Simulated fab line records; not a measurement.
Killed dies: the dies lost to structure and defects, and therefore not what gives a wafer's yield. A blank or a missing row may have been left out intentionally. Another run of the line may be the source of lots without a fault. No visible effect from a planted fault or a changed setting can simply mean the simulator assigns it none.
A single fault, viewed from 2 desks | flow gf180mcu | only its own numbers are on each desk; what lay behind them is given at the end

== DESK OF THE TOOL OWNER: pvdSputter-04 ==
At GF_M2_SPUTTER_04 (material TiN, target thk 50 nm, time 41.7 s) the tool's own readings: per lot run on this tool, the mean of the sampled wafers that have a number. Any lot whose mean is over 4 standard deviations away from the usual mean is out of limits and marked OUT; that distance is given in the brackets.
Columns: A = chamberPressurePa at GF_M2_SPUTTER_04, usual 0.4001 Pa; B = throttleValvePct at GF_M2_SPUTTER_04, usual 30.3 %
lot  | first seen here | A                        | B
L731 | day 18 12:03    | 0.4003                   | 31.2
L738 | day 21 06:44    | 0.3998                   | 30.2
L740 | day 21 23:31    | 0.4778 (+99 or more) OUT | 27.1
L741 | day 22 17:31    | 0.4780 (+99 or more) OUT | 27.7
L750 | day 25 10:23    | 0.4012                   | 30.3
This desk's verdict: out of limits on L740, L741, starting with L740 at day 21 23:31 (chamberPressurePa at GF_M2_SPUTTER_04). Within limits: L731, L738, L750.

== THE METROLOGY DESK ==
What the gauges read, lot by lot, whatever tool the lot ran on: means of the sampled wafers that have a number. Any lot whose mean is over 4 standard deviations away from the usual mean is out of limits and marked OUT; that distance is given in the brackets. 7 of its 9 readings are shown, namely those furthest out on some lot.
Columns: A = V1_W_THK at GF_V1_THK_MEAS_25, usual 342 nm; B = M2_ALCU_RS at GF_M2_RS_MEAS_05, usual 0.0702 ohm/sq; C = M2_ALCU_THK at GF_M2_THK_MEAS_06, usual 449 nm; D = cdNm at GF_M2_CD_MEAS_14, usual 279.9 nm; E = M2_OVL at GF_M2_OVL_MEAS_15, usual -1 nm; F = V2_CVD_02_THK at GF_V2_THK_MEAS_03, usual 850 nm; G = V2_BOW at GF_V2_BOW_MEAS_05, usual 100 um
lot  | first seen here | A   | B      | C   | D     | E  | F   | G
L731 | day 18 11:23    | 353 | 0.0698 | 452 | 280.3 | 7  | 862 | 100
L738 | day 21 06:07    | 350 | 0.0708 | 442 | 280.5 | -1 | 858 | 94
L740 | day 21 22:52    | 351 | 0.0713 | 441 | 279.8 | -2 | 855 | 95
L741 | day 22 16:53    | 337 | 0.0701 | 452 | 279.0 | -8 | 839 | 111
L750 | day 25 09:44    | 341 | 0.0699 | 451 | 278.2 | 3  | 838 | 92
L753 | day 26 05:52    | 336 | 0.0702 | 444 | 281.2 | 2  | 855 | 117
Result from this desk: across the 6 lots, nothing is out of limits.

== BROUGHT TOGETHER ==
On L740, L741, at day 21 23:31, an alarm was possible from the tool owner's desk.
The metrology desk saw nothing out of limits.
The metrology desk has L740, L741 on record, within its limits.
All the named lots went through GF_M2_SPUTTER_04 on pvdSputter-04.

== WHAT WAS PUT IN BY THE SIMULATOR ==
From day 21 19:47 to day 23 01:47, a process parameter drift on pvdSputter-04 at GF_M2_SPUTTER_04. A move of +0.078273 in setting chamberPressurePa, from 0.4. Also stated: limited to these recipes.
Struck lots among those shown: L740, L741.
Delay in hours, fault start to first out-of-limits reading, by desk: the tool owner's desk at 4.
